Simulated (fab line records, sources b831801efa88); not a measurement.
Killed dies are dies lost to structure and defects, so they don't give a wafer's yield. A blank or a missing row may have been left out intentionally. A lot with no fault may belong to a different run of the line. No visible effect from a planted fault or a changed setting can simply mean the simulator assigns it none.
A lot that was struck, set against a sound lot    flow sky130    14 steps out of a route of 708
Sound: the wafers L114.1, L114.4, L114.6. Wafers struck: L119.1, L119.4, L119.5. The cause is given at the end.
Order at every step that has rows: each side's tool, ch and its chambers, its first start. Under that, the readings that differ: sound wafers    struck wafers    difference of the means    sigmas: that difference in standard deviations of wafers without a fault.
alike: readings whose means differ by less than 2 such deviations, and words and numbers that are the same on both sides. not compared: withheld readings, readings that some wafer has no value for, bounds like >300 that may hide the same value, and numbers for which the record gives no deviation and whose values overlap.
Wherever a step has rows on one side only, a row that says differs or no value, or a row with sigmas, the two part there. When numbers do not overlap yet have no deviation, they are printed without sigmas and do not part them. Lack of a reading on every wafer of one side parts them only where that side has two or more wafers.

first, 7 steps without rows for these wafers: SKY_METAL1_HMDS_08 (prime time 60 s); SKY_METAL1_COAT_09 (resist thk 60 nm); SKY_METAL1_COAT_10 (resist thk 450 nm); SKY_METAL1_SOFTBAKE_11 (time 90 s); SKY_METAL1_EXPOSE_12 (exposes mask MM1, target cd 140 nm); SKY_METAL1_PEB_13; SKY_METAL1_DEVELOP_14 (develop time 60 s).
SKY_METAL1_CD_MEAS_15: the cd target is 140 nm.
  struck on cd_sem-01, day 35 15:52; sound on cd_sem-01, day 34 07:56
reading     sound              struck             difference  sigmas
cd_nm (nm)  140.7 137.6 138.6  142.7 141.8 141.1  +2.9        +2
SKY_METAL1_OVL_MEAS_16:
  struck on overlay-01, day 35 15:59; sound on overlay-01, day 34 08:03
  alike: METAL1_OVL
SKY_METAL1_DESCUM_17: chemistry O2, time 8 s.
  sound on rie_metal-04 ch 0,1, day 34 08:05; struck on rie_metal-01 ch 0,1, day 35 16:01
  alike: drypump_motor_current_A, oes_product_au
  not compared: rf_hours_counter_h
SKY_METAL1_ETCH_18: etches BARC in N2/H2, stops on SiO2, time 45.9 s, target depth 60 nm.
  sound on rie_metal-04 ch 0,1, day 34 08:07; struck on rie_metal-01 ch 0,1, day 35 16:03
  alike: drypump_motor_current_A, n2_flow_sccm, oes_product_au, throttle_valve_pct
  not compared: rf_hours_counter_h
SKY_METAL1_METAL_ETCH_19: etches the open film in Cl2/BCl3, stops on SiO2, target depth 360 nm, time 78 s.
  sound on rie_metal-04 ch 0,1, day 34 08:11; struck on rie_metal-01 ch 0,1, day 35 16:07
  alike: drypump_motor_current_A, oes_product_au, throttle_valve_pct
  not compared: rf_hours_counter_h
SKY_METAL1_STRIP_20: strips in O2/N2.
  sound on plasma_asher-03 ch 1, day 34 08:16; struck on plasma_asher-01 ch 0,1, day 35 16:13
  no value came back on the struck wafers for any of 5 readings (chamber_pressure_mTorr (mTorr), drypump_motor_current_A (A) and others); on the sound wafers chamber_pressure_mTorr (mTorr) reads 1499.1 1499.3 1500.7
reading                                        sound  struck             difference  sigmas
model.KrF-thick_of_METAL1_COAT_10.thk_nm (nm)  0 0 0  158.8 159.6 166.8  +161.7      
  not compared: rf_hours_counter_h
then, 1 step without rows for these wafers: SKY_METAL1_STRIP_21 (strips in post etch residue remover, time 1200 s).

## WHERE THEY PART
Last at SKY_METAL1_STRIP_20 as far as this record goes, first at SKY_METAL1_CD_MEAS_15.

WHY: whatever the simulator had introduced
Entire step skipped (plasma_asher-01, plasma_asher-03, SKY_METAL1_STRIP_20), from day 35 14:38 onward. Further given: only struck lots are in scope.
